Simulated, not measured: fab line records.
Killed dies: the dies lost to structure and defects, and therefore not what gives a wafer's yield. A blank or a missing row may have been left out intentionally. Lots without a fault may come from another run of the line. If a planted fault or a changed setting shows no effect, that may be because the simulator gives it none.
fab line records ; flow sky130
[record] lots = 15; wafers = 45; last_day = 50
route steps=708 shown FIELD_ISO@5 PWDE@49
lots that met no fault: taken from a fault-free run of the same line
start_h: start of the lot's first displayed wafer, in hours after the record's first day ; wait_h: hours elapsed since this lot's preceding step ; " as in the row above ; L1.1+2: one row covering several wafers at once ; - no value, or no start was given ; * or withheld: withheld ; < > ~ a bound
route shown NAME@n: names a module that has steps shown in the file, with the first one's number in the route ; usual: mean/standard deviation taken from wafers without a fault ; same: alike in all rows ; chamber/n: place in a boat ; sites: the reading at each site ; _std_site: their standard deviation ; _edge_site: outer sites' mean less inner sites' ; radius_mm: for every site, how far away it sits from the centre of the wafer ; mask NAME#n: copy n ; behind: the last tool/chamber to shape the wafer ; hold: why the lot was held/for how many hours/how that ended ; device: whichever transistor did not switch (one of n, p or np) ; end of line: at the end of the route, the tests of the same wafers ; where a step has no rows: the recipe by itself ; killed: dies lost to structure and defects at the first sort, not the wafer's yield ; map: the dies of a wafer, with x for killed, . for not killed, _ for no die there
set.NAME: the setting as run; set.NAME@STEP: as run at that earlier step ; model.NAME: the simulator's own value behind a step, which no gauge read
steps of the route over a sample of lots; a table a step, a row a wafer
services: from which hour (start_h, from the record's first day; less than 0 if before it) a tool's chamber was out of use, for how many hours, and why
[[steps]]
[step SKY_FIELD_ISO_THK_MEAS_04]
[recipe] reads = Si3N4_of_FIELD_ISO_CVD_03
[usual] FIELD_ISO_CVD_03_THK = 164.8/1.7
lot.wafer;tool;chamber;start_h;wait_h;FIELD_ISO_CVD_03_THK[nm]
L288.1;film_metro-02;-;19.56;0.0;164.1
L288.3;film_metro-02;-;19.56;0.0;165.2
L288.4;film_metro-02;-;19.56;0.0;163.8
L289.2;film_metro-02;-;23.77;0.0;165.7
L289.3;film_metro-02;-;23.77;0.0;166.5
L289.4;film_metro-02;-;23.77;0.0;166.0
L290.2;film_metro-04;-;28.88;0.0;164.4
L290.3;film_metro-04;-;28.88;0.0;165.3
L290.5;film_metro-04;-;28.88;0.0;164.0
L292.3;film_metro-04;-;41.33;0.0;162.2
L292.4;film_metro-04;-;41.33;0.0;163.0
L292.5;film_metro-04;-;41.33;0.0;162.3
L293.3;film_metro-01;-;46.73;0.0;167.5
L293.4;film_metro-01;-;46.73;0.0;166.1
L293.5;film_metro-01;-;46.73;0.0;167.1
L297.1;film_metro-04;-;64.51;0.0;164.5
L297.3;film_metro-04;-;64.51;0.0;163.6
L297.4;film_metro-04;-;64.51;0.0;165.1
L298.2;film_metro-02;-;68.61;0.0;163.2
L298.3;film_metro-02;-;68.61;0.0;164.3
L298.5;film_metro-02;-;68.61;0.0;162.4
L299.1;film_metro-02;-;73.77;0.0;164.3
L299.5;film_metro-02;-;73.77;0.0;165.1
L299.6;film_metro-02;-;73.77;0.0;163.0
L301.2;film_metro-01;-;83.49;0.0;164.1
L301.5;film_metro-01;-;83.49;0.0;162.6
L301.6;film_metro-01;-;83.49;0.0;163.0
L305.2;film_metro-02;-;106.67;0.0;167.7
L305.3;film_metro-02;-;106.67;0.0;167.7
L305.6;film_metro-02;-;106.67;0.0;168.0
L306.1;film_metro-02;-;111.38;0.0;165.1
L306.2;film_metro-02;-;111.38;0.0;164.7
L306.6;film_metro-02;-;111.38;0.0;164.3
L307.2;film_metro-04;-;115.43;0.0;162.0
L307.3;film_metro-04;-;115.43;0.0;162.2
L307.5;film_metro-04;-;115.43;0.0;163.8
L308.3;film_metro-02;-;119.14;0.0;167.0
L308.4;film_metro-02;-;119.14;0.0;167.9
L308.5;film_metro-02;-;119.14;0.0;169.5
L309.2;film_metro-04;-;127.31;0.0;163.4
L309.3;film_metro-04;-;127.31;0.0;163.4
L309.4;film_metro-04;-;127.31;0.0;163.0
L310.4;film_metro-01;-;134.53;0.0;166.1
L310.5;film_metro-01;-;134.53;0.0;164.8
L310.6;film_metro-01;-;134.53;0.0;164.7
[step SKY_PWDE_EXPOSE_04]
[recipe] mask_id = PWDEM; na = 0.6; source_shape = conventional; sigma_outer = 0.6; polarization = unpolarized; target_cd_nm = 840; dose_mj = 214
[usual] exposure_dose_mJ_cm2 = 214.01/0.21; focus_offset_nm = 0.1/0.55
lot.wafer;tool;chamber;start_h;wait_h;mask;exposure_dose_mJ_cm2;focus_offset_nm
L288.1;iline_stepper-01;0;69.29;-;PWDEM#0;213.88;-0.8
L288.3;iline_stepper-01;0;69.29;-;PWDEM#0;213.89;-0.2
L288.4;iline_stepper-01;0;69.29;-;PWDEM#0;214.17;0.2
L289.2;iline_stepper-01;0;73.41;-;PWDEM#0;213.79;0.2
L289.3;iline_stepper-01;0;73.41;-;PWDEM#0;213.81;0.4
L289.4;iline_stepper-01;0;73.41;-;PWDEM#0;213.83;-0.5
L290.2;iline_stepper-01;0;76.81;-;PWDEM#0;213.54;-0.1
L290.3;iline_stepper-01;0;76.81;-;PWDEM#0;213.64;0.6
L290.5;iline_stepper-01;0;76.81;-;PWDEM#0;214.15;0.6
L292.3;iline_stepper-01;0;92.60;-;PWDEM#0;214.15;1.1
L292.4;iline_stepper-01;0;92.60;-;PWDEM#0;214.28;0.5
L292.5;iline_stepper-01;0;92.60;-;PWDEM#0;214.26;0.8
L293.3;iline_stepper-01;0;96.92;-;PWDEM#0;214.17;0.1
L293.4;iline_stepper-01;0;96.92;-;PWDEM#0;213.91;-0.2
L293.5;iline_stepper-01;0;96.92;-;PWDEM#0;214.15;0.3
L297.1;iline_stepper-02;-;115.88;-;PWDEM#0;-;-
L297.3;iline_stepper-02;-;115.88;-;PWDEM#0;-;-
L297.4;iline_stepper-02;-;115.88;-;PWDEM#0;-;-
L298.2;iline_stepper-02;-;121.05;-;PWDEM#0;-;-
L298.3;iline_stepper-02;-;121.05;-;PWDEM#0;-;-
L298.5;iline_stepper-02;-;121.05;-;PWDEM#0;-;-
L299.1;iline_stepper-02;-;127.29;-;PWDEM#0;-;-
L299.5;iline_stepper-02;-;127.29;-;PWDEM#0;-;-
L299.6;iline_stepper-02;-;127.29;-;PWDEM#0;-;-
L301.2;iline_stepper-02;0;138.08;-;PWDEM#0;214.19;-0.6
L301.5;iline_stepper-02;0;138.08;-;PWDEM#0;213.89;0.9
L301.6;iline_stepper-02;0;138.08;-;PWDEM#0;214.37;-0.3
L306.1;iline_stepper-01;0;177.74;-;PWDEM#0;213.83;0.3
L306.2;iline_stepper-01;0;177.74;-;PWDEM#0;214.13;0.9
L306.6;iline_stepper-01;0;177.74;-;PWDEM#0;213.62;0.3
L305.2;iline_stepper-01;0;178.00;-;PWDEM#0;214.13;0.3
L305.3;iline_stepper-01;0;178.00;-;PWDEM#0;213.95;0.2
L305.6;iline_stepper-01;0;178.00;-;PWDEM#0;213.81;-0.2
L308.3;iline_stepper-02;0;181.20;-;PWDEM#0;214.31;0.5
L308.4;iline_stepper-02;0;181.20;-;PWDEM#0;214.17;-0.3
L308.5;iline_stepper-02;0;181.20;-;PWDEM#0;214.10;-0.4
L307.2;iline_stepper-02;0;181.65;-;PWDEM#0;214.33;-0.6
L307.3;iline_stepper-02;0;181.65;-;PWDEM#0;214.45;-0.4
L307.5;iline_stepper-02;0;181.65;-;PWDEM#0;214.21;-0.5
L309.2;iline_stepper-02;0;187.25;-;PWDEM#0;213.87;-0.2
L309.3;iline_stepper-02;0;187.25;-;PWDEM#0;214.06;0.4
L309.4;iline_stepper-02;0;187.25;-;PWDEM#0;214.13;0.5
L310.4;iline_stepper-01;0;192.72;-;PWDEM#0;213.99;0.0
L310.5;iline_stepper-01;0;192.72;-;PWDEM#0;213.93;-0.7
L310.6;iline_stepper-01;0;192.72;-;PWDEM#0;213.88;-0.1
[step SKY_PWDE_OVL_MEAS_07]
[usual] PWDE_OVL = 0.1/1.4
lot.wafer;tool;chamber;start_h;wait_h;PWDE_OVL[nm]
L288.1;overlay-02;-;77.79;-;0.3
L288.3;overlay-02;-;77.79;-;1.1
L288.4;overlay-02;-;77.79;-;1.8
L289.2;overlay-02;-;81.24;-;-0.8
L289.3;overlay-02;-;81.24;-;0.5
L289.4;overlay-02;-;81.24;-;0.1
L290.2;overlay-01;-;84.70;-;1.7
L290.3;overlay-01;-;84.70;-;0.8
L290.5;overlay-01;-;84.70;-;-1.4
L292.3;overlay-01;-;100.80;-;-0.6
L292.4;overlay-01;-;100.80;-;0.6
L292.5;overlay-01;-;100.80;-;1.7
L293.3;overlay-02;-;105.65;-;1.5
L293.4;overlay-02;-;105.65;-;-0.7
L293.5;overlay-02;-;105.65;-;-2.0
L297.1;overlay-02;-;124.84;-;-
L297.3;overlay-02;-;124.84;-;-
L297.4;overlay-02;-;124.84;-;-
L298.2;overlay-02;-;130.44;-;-
L298.3;overlay-02;-;130.44;-;-
L298.5;overlay-02;-;130.44;-;-
L299.1;overlay-02;-;136.34;-;-
L299.5;overlay-02;-;136.34;-;-
L299.6;overlay-02;-;136.34;-;-
L301.2;overlay-02;-;146.90;-;-2.1
L301.5;overlay-02;-;146.90;-;-0.3
L301.6;overlay-02;-;146.90;-;-0.7
L306.1;overlay-01;-;187.84;-;2.1
L306.2;overlay-01;-;187.84;-;1.1
L306.6;overlay-01;-;187.84;-;1.3
L305.2;overlay-02;-;188.19;-;-0.4
L305.3;overlay-02;-;188.19;-;-2.3
L305.6;overlay-02;-;188.19;-;-1.9
L308.3;overlay-01;-;191.60;-;-0.4
L308.4;overlay-01;-;191.60;-;-0.5
L308.5;overlay-01;-;191.60;-;0.3
L307.2;overlay-01;-;191.99;-;1.0
L307.3;overlay-01;-;191.99;-;0.2
L307.5;overlay-01;-;191.99;-;1.2
L309.2;overlay-01;-;197.45;-;0.4
L309.3;overlay-01;-;197.45;-;1.6
L309.4;overlay-01;-;197.45;-;1.1
L310.4;overlay-01;-;203.35;-;1.2
L310.5;overlay-01;-;203.35;-;1.6
L310.6;overlay-01;-;203.35;-;0.9
[step SKY_NWELL_RS_MEAS_31]
[recipe] thk_meas_gauge = four-point-probe
[usual] PWDE_RS = 5368/22
lot.wafer;tool;chamber;start_h;wait_h;PWDE_RS[ohm/sq]
L288.1;film_metro-04;-;114.22;0.1;5330
L288.3;film_metro-04;-;114.22;0.1;5346
L288.4;film_metro-04;-;114.22;0.1;5328
L289.2;film_metro-01;-;117.99;0.1;5332
L289.3;film_metro-01;-;117.99;0.1;5336
L289.4;film_metro-01;-;117.99;0.1;5349
L290.2;film_metro-04;-;121.57;0.1;5382
L290.3;film_metro-04;-;121.57;0.1;5371
L290.5;film_metro-04;-;121.57;0.1;5366
L292.3;film_metro-01;-;139.30;0.1;5373
L292.4;film_metro-01;-;139.30;0.1;5367
L292.5;film_metro-01;-;139.30;0.1;5354
L293.3;film_metro-04;-;143.35;0.1;5397
L293.4;film_metro-04;-;143.35;0.1;5386
L293.5;film_metro-04;-;143.35;0.1;5418
L297.1;film_metro-03;-;163.81;0.1;5378
L297.3;film_metro-03;-;163.81;0.1;5389
L297.4;film_metro-03;-;163.81;0.1;5368
L298.2;film_metro-04;-;169.44;0.1;5339
L298.3;film_metro-04;-;169.44;0.1;5349
L298.5;film_metro-04;-;169.44;0.1;5354
L299.1;film_metro-01;-;175.82;0.1;5357
L299.5;film_metro-01;-;175.82;0.1;5348
L299.6;film_metro-01;-;175.82;0.1;5373
L301.2;film_metro-03;-;187.04;0.1;5391
L301.5;film_metro-03;-;187.04;0.1;5392
L301.6;film_metro-03;-;187.04;0.1;5394
L306.1;film_metro-04;-;232.47;0.1;5390
L306.2;film_metro-04;-;232.47;0.1;5359
L306.6;film_metro-04;-;232.47;0.1;5363
L305.2;film_metro-01;-;233.19;0.1;5355
L305.3;film_metro-01;-;233.19;0.1;5354
L305.6;film_metro-01;-;233.19;0.1;5354
L308.3;film_metro-04;-;237.05;0.1;5361
L308.4;film_metro-04;-;237.05;0.1;5373
L308.5;film_metro-04;-;237.05;0.1;5350
L307.2;film_metro-01;-;237.98;0.1;5380
L307.3;film_metro-01;-;237.98;0.1;5383
L307.5;film_metro-01;-;237.98;0.1;5389
L309.2;film_metro-03;-;243.69;0.1;5356
L309.3;film_metro-03;-;243.69;0.1;5349
L309.4;film_metro-03;-;243.69;0.1;5340
L310.4;film_metro-03;-;249.96;0.1;5354
L310.5;film_metro-03;-;249.96;0.1;5350
L310.6;film_metro-03;-;249.96;0.1;5351
[[services]]
tool;chamber;start_h;hours;kind
iline_stepper-02;-;96.68;3.3;repair
iline_stepper-01;0;164.41;-;calibration
iline_stepper-02;-;192.00;8.9;pm
[[key]]
[first_sign] step = SKY_PWDE_EXPOSE_04; reading = tool_record; direction = missing
effect none on later readings
met_at SKY_PWDE_EXPOSE_04
struck_lots L297,L298,L299
sort_left_out L297.1,L297.3,L297.4,L298.2,L298.3,L298.5,L299.1,L299.5,L299.6
tester_left_out L297,L298,L299
not_acting_at SKY_FIELD_ISO_THK_MEAS_04,SKY_PWDE_OVL_MEAS_07,SKY_NWELL_RS_MEAS_31
[fault] kind = skipped_step_whole; tool = iline_stepper-02; chamber = -; onset_h = 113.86; steps = SKY_PWDE_EXPOSE_04; scope = struck_lots_only
// tester_left_out: of these lots the tester's yield and bins aren't shown, on N5 and GAA mostly nor the transistor test; their killed dies are dies lost to structure and defects alone, not to doping, threshold or leakage, so they don't give the yield
// sort_left_out: the simulated sort isn't trusted on such a fault, so these wafers' sort isn't shown, and their yield isn't known
